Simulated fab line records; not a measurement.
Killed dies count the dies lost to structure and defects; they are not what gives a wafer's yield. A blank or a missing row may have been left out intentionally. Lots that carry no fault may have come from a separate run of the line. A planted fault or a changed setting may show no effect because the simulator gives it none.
Which tool did it?	flow sky130	12 lots, 36 wafers sampled, at 5 steps of a route of 708

== WHAT THE GAUGES SHOWED, per wafer ==
SKY_SD_P_CD_MEAS_07: the cd target is 380 nm.
lot	measured	on	cd nm (nm)
L927	day 25 15:14	cd sem-01	378.5 380.5 380.0
L928	day 25 22:20	cd sem-02	379.4 380.6 379.9
L929	day 26 07:02	cd sem-02	381.7 380.8 379.5
L933	day 27 19:23	cd sem-01	381.2 381.1 378.6
L934	day 28 02:49	cd sem-01	372.1 371.3 376.3
L935	day 28 05:26	cd sem-02	368.2 376.6 371.5
L942	day 31 00:38	cd sem-02	377.3 380.4 380.5
L945	day 31 22:38	cd sem-02	383.3 382.6 384.2
L946	day 32 09:00	cd sem-02	376.4 378.9 377.8
L947	day 32 20:17	cd sem-02	381.3 378.9 378.1
L948	day 33 08:37	cd sem-01	377.3 379.8 376.6
L949	day 33 11:32	cd sem-01	381.1 383.3 381.5

SKY_VIA1_THK_MEAS_01.
lot	measured	on	VIA1_HDPCVD_THK (nm)
L927	day 33 01:51	film metro-03	1043 1041 1030
L928	day 33 07:01	film metro-03	1019 1031 1007
L929	day 33 17:07	film metro-03	1049 1045 1020
L933	day 35 00:05	film metro-02	1024 1007 1039
L934	day 35 10:04	film metro-04	1020 1037 1013
L935	day 35 10:08	film metro-02	1035 1018 1032
L942	day 38 00:26	film metro-03	1041 1028 1002
L945	day 38 23:29	film metro-03	1055 1013 1059
L946	day 39 07:11	film metro-03	1043 1031 1029
L947	day 39 17:19	film metro-04	1024 1033 1028
L948	day 40 04:26	film metro-03	1010 1040 1026
L949	day 40 06:48	film metro-02	1004 1021 1013

SKY_VIA1_RS_MEAS_22: measures by four-point-probe.
lot	measured	on	VIA1_W_RS (ohm/sq)
L927	day 34 06:10	film metro-03	0.424 0.437 0.430
L928	day 34 10:30	film metro-03	0.419 0.422 0.424
L929	day 34 20:21	film metro-04	0.431 0.431 0.431
L933	day 36 03:24	film metro-02	0.430 0.436 0.422
L934	day 36 14:26	film metro-03	0.430 0.429 0.425
L935	day 36 14:38	film metro-04	0.429 0.429 0.426
L942	day 39 02:59	film metro-02	0.427 0.424 0.429
L945	day 40 01:42	film metro-02	0.432 0.437 0.432
L946	day 40 09:52	film metro-03	0.420 0.418 0.414
L947	day 40 19:16	film metro-03	0.418 0.420 0.420
L948	day 41 05:56	film metro-03	0.432 0.428 0.436
L949	day 41 09:25	film metro-03	0.435 0.437 0.437

== TOOL THAT RAN EACH LOT (tool first, then ch and the chambers of the sampled wafers, then the start) ==
lot	SKY_SD_P_EXPOSE_04	SKY_VIA1_ETCH_14
L927	iline stepper-01 ch 0, day 25 00:20	rie diel-01 ch 1,2,3, day 34 05:17
L928	iline stepper-02 ch 0, day 25 08:07	rie diel-03 ch 1,2,3, day 34 09:40
L929	iline stepper-02 ch 0, day 25 16:17	rie diel-01 ch 1,3, day 34 19:31
L933	iline stepper-01 ch 0, day 27 05:16	rie diel-01 ch 0,2, day 36 02:34
L934	iline stepper-01 ch 0, day 27 12:41	rie diel-03 ch 1,3, day 36 13:16
L935	iline stepper-01 ch 0, day 27 15:25	rie diel-01 ch 0,1,2, day 36 13:37
L942	iline stepper-02 ch 0, day 30 10:51	rie diel-01 ch 0,1,2, day 39 02:07
L945	iline stepper-02 ch 0, day 31 08:56	rie diel-02 ch 0,2, day 40 00:47
L946	iline stepper-02 ch 0, day 31 19:00	rie diel-01 ch 0,1,3, day 40 08:46
L947	iline stepper-01 ch 0, day 32 06:40	rie diel-01 ch 1,2, day 40 18:23
L948	iline stepper-02 ch 0, day 32 19:08	rie diel-01 ch 0,2, day 41 05:05
L949	iline stepper-01 ch 0, day 32 22:11	rie diel-02 ch 0,1,3, day 41 08:04
- SKY_SD_P_EXPOSE_04: exposes mask PSDM, target cd 380 nm.
- SKY_VIA1_ETCH_14: etches BARC in N2/H2, stops on SiO2, time 45.9 s, target depth 60 nm.

== WHAT THE TOOLS THEMSELVES READ (means of the sampled wafers that have a number; where no wafer has one, the mark that the record gives instead) ==
SKY_VIA1_ETCH_14.
lot	tool	bias w (W)	drypump motor current A (A)	oes product au (a.u.)	throttle valve pct (%)
L927	rie diel-01	99.69	5.8	0.855	13.231
L928	rie diel-03	99.62	5.5	0.859	13.221
L929	rie diel-01	99.93	5.6	0.856	13.224
L933	rie diel-01	99.98	5.8	0.855	13.221
L934	rie diel-03	100.22	5.2	0.860	13.230
L935	rie diel-01	99.99	5.6	0.855	13.228
L942	rie diel-01	99.98	5.6	0.856	13.227
L945	rie diel-02	100.03	5.2	0.856	13.226
L946	rie diel-01	100.03	5.7	0.857	13.211
L947	rie diel-01	99.88	5.6	0.849	13.231
L948	rie diel-01	100.12	5.8	0.851	13.228
L949	rie diel-02	100.05	5.7	0.851	13.233

== THE ANSWER, worked out from the rows above alone ==
Rule: the lots themselves supply what counts as usual. Put in order of their means at a reading, lots are off if they are a third of the lots or fewer, leave a main group of 4 or more, and stand apart from it by a gap of 3 or more times the standard deviation of the main group's means; of several such gaps the widest counts. Not used: any main group whose means are identical at the precision the tables above print for the reading. Also off: a lot with no number at a reading for which 4 or more lots have one. The other lots that the step has rows for count as sound. First the gauges in route order, then the tools' own readings, where a lot's mean is used as printed above. At the first step where some lot is off, the reading lying furthest off is the one used; lots without a number count as furthest.
None of the lots is off at any reading shown; this tells nothing.

== WHAT HAD BEEN PUT IN BY THE SIMULATOR ==
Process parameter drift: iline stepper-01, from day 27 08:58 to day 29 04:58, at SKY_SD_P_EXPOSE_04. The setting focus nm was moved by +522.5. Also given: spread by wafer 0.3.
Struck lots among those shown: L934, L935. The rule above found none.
